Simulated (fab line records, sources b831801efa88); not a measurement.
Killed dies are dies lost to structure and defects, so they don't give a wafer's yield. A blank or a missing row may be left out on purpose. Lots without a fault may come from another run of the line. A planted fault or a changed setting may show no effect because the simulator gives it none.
Chamber matching | flow sky130 | SKY_VIA3_CMP_24 on cmp-02: 4 sister chambers
The step polishes, stops on SiO2, t overpolish 20 s, target thk 0 nm. 8 wafers are shown with their chamber, then 12 later ones without.

WAFERS WITH THEIR CHAMBER
wafer  | chamber | motor_current_A (A) | time_to_endpoint_s (s)
L084.4 | 0       | 10.1                | 101
L083.3 | 0       | 10.5                | 97
L083.5 | 1       | 10.0                | 95
L085.1 | 3       | 9.2                 | 92
L085.3 | 1       | 9.7                 | 97
L087.2 | 2       | 10.7                | 99
L087.4 | 3       | 9.9                 | 95
L087.6 | 2       | 10.3                | 99

WAFERS WITHOUT THEIR CHAMBER
wafer  | motor_current_A (A) | time_to_endpoint_s (s)
L090.1 | 10.5                | 94
L090.2 | 9.8                 | 92
L090.5 | 9.2                 | 93
L091.1 | 10.9                | 98
L091.4 | 9.9                 | 90
L091.5 | 9.9                 | 99
L093.1 | 10.6                | 90
L093.2 | 9.6                 | 89
L093.6 | 10.9                | 90
L095.1 | 11.2                | 98
L095.4 | 10.4                | 97
L095.6 | 10.1                | 90

WHICH CHAMBER EACH WENT THROUGH
wafer  | from the rows above               | in truth
L090.1 | can't be placed: 1 or 2 or 0 or 3 | 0
L090.2 | can't be placed: 3 or 1           | 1
L090.5 | can't be placed: 3 or 1           | 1
L091.1 | can't be placed: 2 or 0 or 1      | 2
L091.4 | can't be placed: 3 or 1           | 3
L091.5 | can't be placed: 0 or 1 or 2 or 3 | 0
L093.1 | can't be placed: 3 or 1 or 2 or 0 | 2
L093.2 | can't be placed: 3 or 1           | 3
L093.6 | can't be placed: 3 or 1 or 2 or 0 | 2
L095.1 | can't be placed: 2 or 0           | 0
L095.4 | can't be placed: 0 or 2 or 1      | 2
L095.6 | can't be placed: 3 or 1           | 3
Placed correctly: 0 of 12. Can't be placed from these rows: 12 (the true chamber is among the candidates in 12). Placed wrongly: 0.
How it was worked out, from the rows above alone: a wafer's distance from a chamber is the root of the sum, over the readings, of the square of ((its reading less the chamber's mean) divided by the reading's scatter). The wafer belongs to the nearest chamber; if the next one is less than 2 further off, it can't be placed. A chamber's mean is the mean of its shown wafers. The scatter: the root of (the sum of the squares of (reading less its chamber's mean) over the shown wafers, divided by (wafers less chambers)).
